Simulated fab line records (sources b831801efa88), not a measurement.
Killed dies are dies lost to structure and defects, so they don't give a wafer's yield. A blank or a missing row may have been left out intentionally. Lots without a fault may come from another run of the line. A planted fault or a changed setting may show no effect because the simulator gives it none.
What tool caused it? :: flow sky130 :: 39 wafers from 13 lots sampled at 5 of the route's 708 steps

== WHAT EACH GAUGE READ, for each wafer ==
SKY_VT_ADJUST_NCORE_TW_MEAS_11. Usual: VT_ADJUST_NCORE_TW 218.9, standard deviation 1.8.
lot: L906
measured: day 8 11:56
on: film-metro-03
VT_ADJUST_NCORE_TW: 221.4 220.4 220.0
flag: 

lot: L909
measured: day 9 14:58
on: film-metro-02
VT_ADJUST_NCORE_TW: 218.0 217.7 218.9
flag: 

lot: L910
measured: day 9 21:31
on: film-metro-02
VT_ADJUST_NCORE_TW: 218.6 216.7 218.3
flag: 

lot: L911
measured: day 10 07:37
on: film-metro-03
VT_ADJUST_NCORE_TW: 220.1 221.5 221.2
flag: 

lot: L913
measured: day 10 19:11
on: film-metro-02
VT_ADJUST_NCORE_TW: 216.5 217.7 215.5
flag: 

lot: L916
measured: day 11 17:30
on: film-metro-04
VT_ADJUST_NCORE_TW: 218.2 219.0 219.8
flag: 

lot: L920
measured: day 12 18:38
on: film-metro-02
VT_ADJUST_NCORE_TW: 215.5 216.4 216.4
flag: 

lot: L923
measured: day 13 14:19
on: film-metro-03
VT_ADJUST_NCORE_TW: 220.6 220.8 221.4
flag: 

lot: L924
measured: day 13 23:40
on: film-metro-04
VT_ADJUST_NCORE_TW: 216.1 217.2 216.2
flag: 

lot: L925
measured: day 14 08:38
on: film-metro-02
VT_ADJUST_NCORE_TW: 218.3 218.3 218.3
flag: 

lot: L926
measured: day 14 10:44
on: film-metro-02
VT_ADJUST_NCORE_TW: 217.4 217.6 216.9
flag: 

lot: L927
measured: day 14 15:55
on: film-metro-03
VT_ADJUST_NCORE_TW: 220.8 220.7 220.3
flag: 

lot: L928
measured: day 15 01:26
on: film-metro-03
VT_ADJUST_NCORE_TW: 220.6 220.0 221.1
flag: 

SKY_VT_ADJUST_PCH_TW_MEAS_10. Usual: VT_ADJUST_PCH_TW 142.6, standard deviation 1.4.
lot: L906
measured: day 10 07:30
on: film-metro-01
VT_ADJUST_PCH_TW: 140.6 140.3 141.1
flag: 

lot: L909
measured: day 11 11:18
on: film-metro-03
VT_ADJUST_PCH_TW: 143.2 143.2 144.5
flag: 

lot: L910
measured: day 11 19:38
on: film-metro-03
VT_ADJUST_PCH_TW: 142.9 144.4 143.9
flag: 

lot: L911
measured: day 12 07:13
on: film-metro-01
VT_ADJUST_PCH_TW: 140.4 141.0 140.2
flag: 

lot: L913
measured: day 12 20:07
on: film-metro-03
VT_ADJUST_PCH_TW: 144.2 143.5 144.5
flag: 

lot: L916
measured: day 13 16:14
on: film-metro-01
VT_ADJUST_PCH_TW: 140.8 141.1 140.8
flag: 

lot: L920
measured: day 14 21:24
on: film-metro-03
VT_ADJUST_PCH_TW: 143.7 144.1 143.7
flag: 

lot: L923
measured: day 15 19:28
on: film-metro-01
VT_ADJUST_PCH_TW: 140.7 139.9 139.9
flag: 

lot: L924
measured: day 16 03:39
on: film-metro-03
VT_ADJUST_PCH_TW: 142.7 143.8 143.1
flag: 

lot: L925
measured: day 16 12:55
on: film-metro-03
VT_ADJUST_PCH_TW: 143.4 142.5 143.7
flag: 

lot: L926
measured: day 16 13:49
on: film-metro-03
VT_ADJUST_PCH_TW: 143.4 143.7 143.3
flag: 

lot: L927
measured: day 16 19:22
on: film-metro-03
VT_ADJUST_PCH_TW: 143.2 143.1 144.4
flag: 

lot: L928
measured: day 17 07:08
on: film-metro-01
VT_ADJUST_PCH_TW: 140.2 141.0 141.4
flag: 

SKY_SONOS_TUNNEL_CD_MEAS_07: the cd target is 410 nm. Usual: cd-nm 409.6 nm, standard deviation 2.4.
lot: L906
measured: day 11 05:50
on: cd-sem-01
cd-nm (nm): 410.1 411.0 407.7
flag: 

lot: L909
measured: day 12 11:20
on: cd-sem-02
cd-nm (nm): 410.4 410.2 411.5
flag: 

lot: L910
measured: day 12 19:41
on: cd-sem-02
cd-nm (nm): 410.5 410.0 410.5
flag: 

lot: L911
measured: day 13 07:02
on: cd-sem-01
cd-nm (nm): 410.5 409.8 410.1
flag: 

lot: L913
measured: day 13 18:28
on: cd-sem-01
cd-nm (nm): 361.6 362.7 360.3
flag: OFF

lot: L916
measured: day 14 19:29
on: cd-sem-01
cd-nm (nm): 372.1 371.6 371.1
flag: OFF

lot: L920
measured: day 15 23:08
on: cd-sem-01
cd-nm (nm): 411.7 411.9 410.5
flag: 

lot: L923
measured: day 16 22:05
on: cd-sem-02
cd-nm (nm): 410.3 408.4 408.7
flag: 

lot: L924
measured: day 17 06:49
on: cd-sem-02
cd-nm (nm): 412.2 414.0 411.6
flag: 

lot: L925
measured: day 17 16:45
on: cd-sem-01
cd-nm (nm): 411.2 411.1 411.0
flag: 

lot: L926
measured: day 17 17:36
on: cd-sem-02
cd-nm (nm): 406.4 408.1 408.5
flag: 

lot: L927
measured: day 17 22:32
on: cd-sem-01
cd-nm (nm): 409.7 410.5 410.0
flag: 

lot: L928
measured: day 18 11:04
on: cd-sem-01
cd-nm (nm): 412.4 412.4 408.7
flag: 

== TOOL THAT RAN EACH LOT (tool first, then ch and the chambers of the sampled wafers, then the start) ==
lot: L906
SKY_VT_ADJUST_LVTN_STRIP_20: plasma-asher-04 ch 0,1, day 7 14:38
SKY_SONOS_TUNNEL_DEVELOP_06: litho-track-03 ch 0, day 11 05:41

lot: L909
SKY_VT_ADJUST_LVTN_STRIP_20: plasma-asher-04 ch 1, day 8 16:53
SKY_SONOS_TUNNEL_DEVELOP_06: litho-track-03 ch 0, day 12 11:11

lot: L910
SKY_VT_ADJUST_LVTN_STRIP_20: plasma-asher-03 ch 0,1, day 9 00:14
SKY_SONOS_TUNNEL_DEVELOP_06: litho-track-02 ch 0, day 12 19:32

lot: L911
SKY_VT_ADJUST_LVTN_STRIP_20: plasma-asher-04 ch 0,1, day 9 09:18
SKY_SONOS_TUNNEL_DEVELOP_06: litho-track-02 ch 0, day 13 06:53

lot: L913
SKY_VT_ADJUST_LVTN_STRIP_20: plasma-asher-02 ch 0,1, day 9 20:48
SKY_SONOS_TUNNEL_DEVELOP_06: litho-track-02 ch 0, day 13 18:20

lot: L916
SKY_VT_ADJUST_LVTN_STRIP_20: plasma-asher-02 ch 0,1, day 10 17:03
SKY_SONOS_TUNNEL_DEVELOP_06: litho-track-02 ch 0, day 14 19:21

lot: L920
SKY_VT_ADJUST_LVTN_STRIP_20: plasma-asher-02 ch 0,1, day 11 18:50
SKY_SONOS_TUNNEL_DEVELOP_06: litho-track-04 ch 0, day 15 22:59

lot: L923
SKY_VT_ADJUST_LVTN_STRIP_20: plasma-asher-04 ch 0,1, day 12 15:50
SKY_SONOS_TUNNEL_DEVELOP_06: litho-track-03 ch 0, day 16 21:56

lot: L924
SKY_VT_ADJUST_LVTN_STRIP_20: plasma-asher-04 ch 0,1, day 12 23:41
SKY_SONOS_TUNNEL_DEVELOP_06: litho-track-04 ch 0, day 17 06:40

lot: L925
SKY_VT_ADJUST_LVTN_STRIP_20: plasma-asher-02 ch 0,1, day 13 06:55
SKY_SONOS_TUNNEL_DEVELOP_06: litho-track-02 ch 0, day 17 16:36

lot: L926
SKY_VT_ADJUST_LVTN_STRIP_20: plasma-asher-04 ch 0,1, day 13 09:06
SKY_SONOS_TUNNEL_DEVELOP_06: litho-track-04 ch 0, day 17 17:28

lot: L927
SKY_VT_ADJUST_LVTN_STRIP_20: plasma-asher-02 ch 0,1, day 13 13:11
SKY_SONOS_TUNNEL_DEVELOP_06: litho-track-02 ch 0, day 17 22:23

lot: L928
SKY_VT_ADJUST_LVTN_STRIP_20: plasma-asher-03 ch 0,1, day 13 23:11
SKY_SONOS_TUNNEL_DEVELOP_06: litho-track-03 ch 0, day 18 10:55
- SKY_VT_ADJUST_LVTN_STRIP_20: strips in O2/N2.
- SKY_SONOS_TUNNEL_DEVELOP_06: develop time 60 s.

== WHAT THE TOOLS THEMSELVES READ (means of the sampled wafers that have a number; where no wafer has one, the mark that the record gives instead) ==
SKY_VT_ADJUST_LVTN_STRIP_20. Usual: drypump-motor-current-A 5.7 A, standard deviation 0.51; o2-flow-sccm 3000 sccm, standard deviation 10; oes-product-au 0.716 a.u., standard deviation 0.0047; strip-time-to-endpoint-s 14.16 s, standard deviation 0.036.
lot: L906
tool: plasma-asher-04
drypump-motor-current-A (A): 5.5
o2-flow-sccm (sccm): 2995
oes-product-au (a.u.): 0.714
strip-time-to-endpoint-s (s): 14.18
flag: 

lot: L909
tool: plasma-asher-04
drypump-motor-current-A (A): 5.2
o2-flow-sccm (sccm): 3006
oes-product-au (a.u.): 0.714
strip-time-to-endpoint-s (s): 14.14
flag: 

lot: L910
tool: plasma-asher-03
drypump-motor-current-A (A): 6.0
o2-flow-sccm (sccm): 3000
oes-product-au (a.u.): 0.720
strip-time-to-endpoint-s (s): 14.19
flag: 

lot: L911
tool: plasma-asher-04
drypump-motor-current-A (A): 5.9
o2-flow-sccm (sccm): 3007
oes-product-au (a.u.): 0.715
strip-time-to-endpoint-s (s): 14.14
flag: 

lot: L913
tool: plasma-asher-02
drypump-motor-current-A (A): 5.2
o2-flow-sccm (sccm): 3006
oes-product-au (a.u.): 0.716
strip-time-to-endpoint-s (s): 14.14
flag: 

lot: L916
tool: plasma-asher-02
drypump-motor-current-A (A): 5.2
o2-flow-sccm (sccm): 2991
oes-product-au (a.u.): 0.717
strip-time-to-endpoint-s (s): 14.20
flag: 

lot: L920
tool: plasma-asher-02
drypump-motor-current-A (A): 5.2
o2-flow-sccm (sccm): 3003
oes-product-au (a.u.): 0.716
strip-time-to-endpoint-s (s): 14.20
flag: 

lot: L923
tool: plasma-asher-04
drypump-motor-current-A (A): 5.5
o2-flow-sccm (sccm): 2999
oes-product-au (a.u.): 0.719
strip-time-to-endpoint-s (s): 14.13
flag: 

lot: L924
tool: plasma-asher-04
drypump-motor-current-A (A): 5.8
o2-flow-sccm (sccm): 2999
oes-product-au (a.u.): 0.717
strip-time-to-endpoint-s (s): 14.12
flag: 

lot: L925
tool: plasma-asher-02
drypump-motor-current-A (A): 5.3
o2-flow-sccm (sccm): 3004
oes-product-au (a.u.): 0.719
strip-time-to-endpoint-s (s): 14.15
flag: 

lot: L926
tool: plasma-asher-04
drypump-motor-current-A (A): 5.5
o2-flow-sccm (sccm): 3004
oes-product-au (a.u.): 0.714
strip-time-to-endpoint-s (s): 14.17
flag: 

lot: L927
tool: plasma-asher-02
drypump-motor-current-A (A): 5.2
o2-flow-sccm (sccm): 2983
oes-product-au (a.u.): 0.719
strip-time-to-endpoint-s (s): 14.16
flag: 

lot: L928
tool: plasma-asher-03
drypump-motor-current-A (A): 6.3
o2-flow-sccm (sccm): 2992
oes-product-au (a.u.): 0.715
strip-time-to-endpoint-s (s): 14.17
flag: 

== THE ANSWER, worked out from the rows above alone ==
Rule: lot off if the mean of its wafers having a number is beyond 3 standard deviations from the usual mean. Also off: a lot with no number at a reading for which 4 or more lots have one. All remaining lots with rows at the step are treated as sound. After the gauges, taken in route order, come the tools' own readings; for these a lot's mean is taken, as printed above. At the first step where some lot is off, the reading lying furthest off is the one used; lots without a number count as furthest.
Off at SKY_SONOS_TUNNEL_CD_MEAS_07 (cd-nm): L913, L916.
A tool fits if, at a process step before that reading, it ran every lot that is off, and no sound lot after the first of them. Those tools and the gauges at SKY_SONOS_TUNNEL_CD_MEAS_07 are tried in the same way. Not one of the candidates tried fits.

== WHAT THE SIMULATOR PUT IN ==
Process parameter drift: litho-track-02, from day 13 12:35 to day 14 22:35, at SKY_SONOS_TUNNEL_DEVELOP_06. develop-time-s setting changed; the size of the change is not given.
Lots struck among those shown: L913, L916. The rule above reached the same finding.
